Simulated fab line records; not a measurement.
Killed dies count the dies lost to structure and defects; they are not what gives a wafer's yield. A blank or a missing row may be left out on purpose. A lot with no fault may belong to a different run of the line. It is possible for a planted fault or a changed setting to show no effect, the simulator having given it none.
What tool caused it? ; flow sky130 ; 36 wafers sampled from 12 lots at 1 step of a route of 708

## WHAT THE GAUGES READ, wafer by wafer
SKY_FIELD_ISO_THK_MEAS_23. Usual: FIELD_ISO_OXIDATION_01_THK 10.11 nm, standard deviation 0.18.
lot;measured;on;FIELD_ISO_OXIDATION_01_THK (nm);flag
L156;day 2 17:10;film_metro-03;9.89 9.87 9.89;
L159;day 3 07:03;film_metro-01;10.02 9.84 9.77;
L161;day 3 16:55;film_metro-01;9.87 9.80 9.94;
L162;day 4 02:29;film_metro-03;10.22 10.32 10.06;
L164;day 4 11:01;film_metro-01;9.91 9.88 9.98;
L166;day 4 20:51;film_metro-03;10.61 10.38 10.44;
L168;day 5 02:31;film_metro-01;10.24 10.25 10.10;
L169;day 5 02:31;film_metro-03;9.99 9.96 10.21;
L171;day 5 12:27;film_metro-04;10.39 10.53 10.21;
L173;day 6 03:32;film_metro-01;10.12 10.07 10.24;
L174;day 6 06:13;film_metro-01;10.37 10.28 10.27;
L178;day 7 03:07;film_metro-01;10.08 9.80 10.04;

## EACH LOT AND THE TOOL THAT RAN IT (in order: tool; ch and the chambers of the sampled wafers; start)
There is no process step in the record ahead of these readings.

## AS READ BY THE TOOLS THEMSELVES (means over the sampled wafers that have a number; for cases with no such wafer, the mark the record gives instead)
The record holds no such reading with a usual standard deviation.

## THE ANSWER, worked out from the rows above alone
Rule: take the mean of a lot's wafers that have a number; if it is more than 3 standard deviations from the usual mean, the lot is off. Also off: a lot with no number at a reading for which 4 or more lots have one. All remaining lots with rows at the step are treated as sound. After the gauges, taken in route order, come the tools' own readings; for these a lot's mean is taken, as printed above. The first step at which some lot is off is used, and at that step the reading that is off furthest; a lot without a number counts as furthest.
Across all readings shown, no lot is off: no conclusion can be drawn from this.

## WHAT HAD BEEN PUT IN BY THE SIMULATOR
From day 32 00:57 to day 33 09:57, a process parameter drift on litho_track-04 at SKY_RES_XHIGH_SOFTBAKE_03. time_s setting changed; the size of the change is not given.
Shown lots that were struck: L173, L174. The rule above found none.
